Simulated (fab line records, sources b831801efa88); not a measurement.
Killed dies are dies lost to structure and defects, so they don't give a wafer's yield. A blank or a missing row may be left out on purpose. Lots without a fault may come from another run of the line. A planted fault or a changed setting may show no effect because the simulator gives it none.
fab line records | flow gf180mcu
record lots=12 wafers=36 last_day=34
route steps=602 shown HV_LDD@222 SAB@265 V2@405
lots that met no fault: from a run of the same line without faults
start_h: hours from the record's first day to the start of the lot's first wafer shown | wait_h: hours since the lot's step before | " the same as in the row above | L1.1+2: a row that stands for several wafers | - no value, or no start given | * or withheld: withheld | < > ~ a bound
route shown NAME@n: a module of which the file shows steps, and the number in the route of the first | usual: mean/standard deviation of fault-free wafers | same: alike in all rows | chamber/n: place in a boat | sites: the reading at each site | _std_site: their standard deviation | _edge_site: outer sites' mean less inner sites' | radius_mm: how far each site lies from the wafer's centre | mask NAME#n: copy n | behind: the tool/chamber that last shaped the wafer | hold: why the lot was held/for how many hours/how that ended | device: the transistor (n, p or np) that didn't switch | end of line: the same wafers' tests at the end of the route | a step without rows: its recipe alone | killed: dies lost to structure and defects at the first sort, not the wafer's yield | map: a wafer's dies, x killed, . not, _ none there
set.NAME: the setting as run; set.NAME@STEP: as run at that earlier step | model.NAME: the simulator's own value behind a step, which no gauge read
steps of the route over a sample of lots; a table a step, a row a wafer
services: from which hour (start_h, from the record's first day; less than 0 if before it) a tool's chamber was out of use, for how many hours, and why
## steps
# step GF_HV_LDD_CD_MEAS_46
# recipe target_cd_nm=400
# usual cd_nm=400.5/2.4
# columns lot.wafer tool chamber start_h wait_h cd_nm
L375.4 cd_sem-01 - 269.45 0.1 401.0
L375.5 " - " " 402.4
L375.6 " - " " 403.9
L376.2 cd_sem-02 - 282.01 0.1 401.2
L376.3 " - " " 401.1
L376.4 " - " " 401.4
L377.2 cd_sem-02 - 290.38 0.1 398.0
L377.4 " - " " 396.0
L377.6 " - " " 394.9
L380.1 cd_sem-01 - 312.04 0.1 399.7
L380.2 " - " " 399.4
L380.5 " - " " 401.9
L382.2 cd_sem-01 - 330.91 0.1 398.5
L382.5 " - " " 399.9
L382.6 " - " " 399.4
L384.1 cd_sem-01 - 347.81 0.1 402.1
L384.3 " - " " 402.1
L384.5 " - " " 401.3
L385.1 cd_sem-01 - 359.66 0.1 403.1
L385.4 " - " " 402.4
L385.6 " - " " 402.0
L386.3 cd_sem-01 - 361.73 0.1 407.0
L386.5 " - " " 404.4
L386.6 " - " " 405.4
L389.1 cd_sem-01 - 391.56 0.1 396.9
L389.2 " - " " 397.1
L389.6 " - " " 398.4
L396.2 cd_sem-02 - 443.61 0.1 398.2
L396.4 " - " " 399.5
L396.5 " - " " 400.3
L397.3 cd_sem-01 - 454.30 0.1 399.4
L397.4 " - " " 395.5
L397.6 " - " " 396.5
L398.1 cd_sem-02 - 460.14 0.1 400.5
L398.2 " - " " 401.8
L398.5 " - " " 399.1
# step GF_SAB_THK_MEAS_01
# recipe reads=SiO2_of_SAB_CVD_00
# usual SAB_CVD_00_THK=50.1/0.62
# columns lot.wafer tool chamber start_h wait_h SAB_CVD_00_THK[nm]
L375.4 film_metro-04 - 313.08 0.0 49.9
L375.5 " - " " 49.7
L375.6 " - " " 49.8
L376.2 film_metro-01 - 327.98 0.0 49.2
L376.3 " - " " 49.5
L376.4 " - " " 50.5
L377.2 film_metro-02 - 336.52 0.0 49.7
L377.4 " - " " 50.7
L377.6 " - " " 50.6
L380.1 film_metro-04 - 359.56 0.0 50.6
L380.2 " - " " 50.3
L380.5 " - " " 51.0
L382.2 film_metro-04 - 379.43 0.0 50.1
L382.5 " - " " 51.0
L382.6 " - " " 51.0
L384.1 film_metro-02 - 396.82 0.0 50.4
L384.3 " - " " 50.6
L384.5 " - " " 50.8
L385.1 film_metro-02 - 409.77 0.0 50.4
L385.4 " - " " 50.7
L385.6 " - " " 51.5
L386.3 film_metro-02 - 412.87 0.0 48.9
L386.5 " - " " 50.7
L386.6 " - " " 49.6
L389.1 film_metro-04 - 443.11 0.0 50.2
L389.2 " - " " 49.4
L389.6 " - " " 50.4
L396.2 film_metro-02 - 496.22 0.0 50.1
L396.4 " - " " 50.8
L396.5 " - " " 50.1
L397.3 film_metro-04 - 504.98 0.0 49.7
L397.4 " - " " 50.3
L397.6 " - " " 50.2
L398.1 film_metro-01 - 513.94 0.0 49.1
L398.2 " - " " 48.7
L398.5 " - " " 49.5
# step GF_SAB_OVL_MEAS_10
# usual SAB_OVL=0.7/1.3
# columns lot.wafer tool chamber start_h wait_h SAB_OVL[nm]
L375.4 overlay-01 - 334.50 0.1 -0.2
L375.5 " - " " 0.4
L375.6 " - " " 0.0
L376.2 overlay-01 - 349.73 0.1 2.1
L376.3 " - " " 0.8
L376.4 " - " " 0.5
L377.2 overlay-02 - 357.78 0.1 3.1
L377.4 " - " " 1.0
L377.6 " - " " 0.4
L380.1 overlay-02 - 381.82 0.1 0.4
L380.2 " - " " -1.9
L380.5 " - " " -1.0
L382.2 overlay-02 - 402.73 0.1 1.4
L382.5 " - " " 3.8
L382.6 " - " " 4.1
L384.1 overlay-01 - 420.03 0.1 -1.4
L384.3 " - " " 0.8
L384.5 " - " " -0.8
L385.1 overlay-01 - 433.32 0.1 0.0
L385.4 " - " " -0.2
L385.6 " - " " -1.3
L386.3 overlay-02 - 436.73 0.1 1.4
L386.5 " - " " 0.3
L386.6 " - " " 1.2
L389.1 overlay-01 - 467.32 0.1 2.1
L389.2 " - " " 1.5
L389.6 " - " " 2.6
L396.2 overlay-01 - 519.83 0.1 0.3
L396.4 " - " " 2.2
L396.5 " - " " 2.4
L397.3 overlay-02 - 527.89 0.1 0.0
L397.4 " - " " -0.1
L397.6 " - " " 2.1
L398.1 overlay-01 - 536.97 0.1 -0.2
L398.2 " - " " -1.0
L398.5 " - " " -1.8
# step GF_V2_CVD_23
# recipe material=W target_thk_nm=350 time_s=104.94 temp_c=400 pressure_torr=40
# usual heater_power_w=885/73
# columns lot.wafer tool chamber start_h wait_h heater_power_w since_wet_clean_h
L375.4 cvd_w-01 0 458.66 0.1 961 -
L375.5 " 0 " " 935 -
L375.6 " 1 " " 790 -
L376.2 cvd_w-01 1 476.36 0.0 782 572
L376.3 " 0 " " 984 -
L376.4 " 1 " " 806 -
L377.2 cvd_w-01 1 483.78 0.0 808 580
L377.4 " 1 " " 807 -
L377.6 " 1 " " 794 -
L380.1 cvd_w-01 1 509.83 0.0 797 606
L380.2 " 0 " " 976 606
L380.5 " 0 " " 952 -
L382.2 cvd_w-01 0 529.06 0.1 964 -
L382.5 " 0 " " 967 -
L382.6 " 0 " " 965 -
L384.1 cvd_w-01 1 545.52 0.0 806 642
L384.3 " 1 " " 814 -
L384.5 " 1 " " 805 -
L385.1 cvd_w-02 1 559.98 0.0 826 156
L385.4 " 1 " " 845 -
L385.6 " 1 " " 844 -
L386.3 cvd_w-01 0 562.95 0.1 953 -
L386.5 " 0 " " 954 -
L386.6 " 1 " " 808 -
L389.1 cvd_w-02 1 589.55 0.0 848 186
L389.2 " 0 " " 948 186
L389.6 " 1 " " 843 -
L396.2 cvd_w-01 1 637.86 0.0 825 734
L396.4 " 0 " " 969 -
L396.5 " 0 " " 950 -
L397.3 cvd_w-01 0 646.89 0.1 959 -
L397.4 " 1 " " 793 -
L397.6 " 1 " " 819 -
L398.1 cvd_w-01 0 651.83 0.0 1003 748
L398.2 " 1 " " 812 748
L398.5 " 0 " " 990 -
# step GF_V2_RS_MEAS_24
# recipe thk_meas_gauge=four-point-probe reads=W_of_V2_CVD_23+TiN_of_V2_SPUTTER_22+Ti_of_V2_SPUTTER_21
# usual V2_W_RS=0.325/0.005
# columns lot.wafer tool chamber start_h wait_h hold V2_W_RS[ohm/sq]
L375.4 film_metro-03 - 458.79 0.1 - 0.326
L375.5 " - " " - 0.327
L375.6 " - " " - 0.324
L376.2 film_metro-01 - 476.49 0.1 - 0.329
L376.3 " - " " - 0.332
L376.4 " - " " - 0.331
L377.2 film_metro-03 - 483.91 0.1 - 0.326
L377.4 " - " " - 0.331
L377.6 " - " " - 0.334
L380.1 film_metro-01 - 509.94 0.1 - 0.331
L380.2 " - " " - 0.327
L380.5 " - " " - 0.330
L382.2 film_metro-01 - 529.27 0.2 - 0.327
L382.5 " - " " - 0.326
L382.6 " - " " - 0.329
L384.1 film_metro-03 - 545.75 0.2 await_dispo/0.2h/release 0.358
L384.3 " - " " await_dispo/0.2h/release 0.359
L384.5 " - " " await_dispo/0.2h/release 0.357
L384.1 film_metro-03 - 546.03 0.3 - 0.359
L384.3 " - " " - 0.359
L384.5 " - " " - 0.357
L385.1 film_metro-02 - 560.21 0.2 - 0.315
L385.4 " - " " - 0.312
L385.6 " - " " - 0.316
L386.3 film_metro-01 - 563.07 0.1 await_dispo/0.2h/release 0.363
L386.5 " - " " await_dispo/0.2h/release 0.361
L386.6 " - " " await_dispo/0.2h/release 0.357
L386.3 film_metro-01 - 563.35 0.3 - 0.362
L386.5 " - " " - 0.361
L386.6 " - " " - 0.356
L389.1 film_metro-02 - 589.67 0.1 - 0.320
L389.2 " - " " - 0.322
L389.6 " - " " - 0.318
L396.2 film_metro-03 - 638.00 0.1 - 0.323
L396.4 " - " " - 0.329
L396.5 " - " " - 0.330
L397.3 film_metro-02 - 647.01 0.1 - 0.332
L397.4 " - " " - 0.324
L397.6 " - " " - 0.324
L398.1 film_metro-03 - 651.94 0.1 - 0.330
L398.2 " - " " - 0.326
L398.5 " - " " - 0.327
# step GF_V2_THK_MEAS_25
# recipe thk_meas_gauge=xrf reads=W_of_V2_CVD_23
# usual V2_W_THK=359/7.1
# columns lot.wafer tool chamber start_h wait_h hold V2_W_THK[nm]
L375.4 film_metro-03 - 458.88 0.1 - 353
L375.5 " - " " - 353
L375.6 " - " " - 356
L376.2 film_metro-01 - 476.60 0.1 - 362
L376.3 " - " " - 356
L376.4 " - " " - 358
L377.2 film_metro-03 - 484.02 0.1 - 357
L377.4 " - " " - 350
L377.6 " - " " - 345
L380.1 film_metro-01 - 510.06 0.1 - 358
L380.2 " - " " - 359
L380.5 " - " " - 359
L382.2 film_metro-01 - 529.38 0.1 - 364
L382.5 " - " " - 363
L382.6 " - " " - 362
L384.1 film_metro-03 - 551.44 5.4 await_dispo/0.2h/release 323
L384.3 " - " " await_dispo/0.2h/release 322
L384.5 " - " " await_dispo/0.2h/release 326
L384.1 film_metro-03 - 551.67 0.2 - 326
L384.3 " - " " - 323
L384.5 " - " " - 323
L385.1 film_metro-02 - 560.33 0.1 - 368
L385.4 " - " " - 374
L385.6 " - " " - 367
L386.3 film_metro-01 - 565.46 2.1 await_dispo/0.2h/release 327
L386.5 " - " " await_dispo/0.2h/release 327
L386.6 " - " " await_dispo/0.2h/release 332
L386.3 film_metro-01 - 565.69 0.2 - 327
L386.5 " - " " - 328
L386.6 " - " " - 331
L389.1 film_metro-02 - 589.79 0.1 - 367
L389.2 " - " " - 364
L389.6 " - " " - 367
L396.2 film_metro-03 - 638.11 0.1 - 357
L396.4 " - " " - 350
L396.5 " - " " - 347
L397.3 film_metro-02 - 647.11 0.1 - 351
L397.4 " - " " - 361
L397.6 " - " " - 357
L398.1 film_metro-03 - 652.06 0.1 - 353
L398.2 " - " " - 356
L398.5 " - " " - 356
## services
# columns tool chamber start_h hours kind
cvd_w-01 1 517.74 15.2 repair
cvd_w-01 0 544.10 4.0 repair
cvd_w-02 0 558.87 12.7 repair
cvd_w-01 - 593.54 1.8 repair
## key
first_sign step=GF_V2_RS_MEAS_24 reading=visit direction=added
effect step=GF_V2_RS_MEAS_24 reading=V2_W_RS direction=up sigmas=6.8 usual=0.325 struck=0.359
effect step=GF_V2_THK_MEAS_25 reading=visit direction=added
met_at GF_V2_CVD_23
struck_lots L384,L386
not_acting_at GF_HV_LDD_CD_MEAS_46,GF_SAB_THK_MEAS_01,GF_SAB_OVL_MEAS_10
onset_between 529.06 545.52
fault kind=process_parameter_drift tool=cvd_w-01 chamber=- onset_h=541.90 steps=GF_V2_CVD_23 channel=target_thk_nm offset=-32.395 shape=step end_h=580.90 acts_in=these_recipes_only stated=350
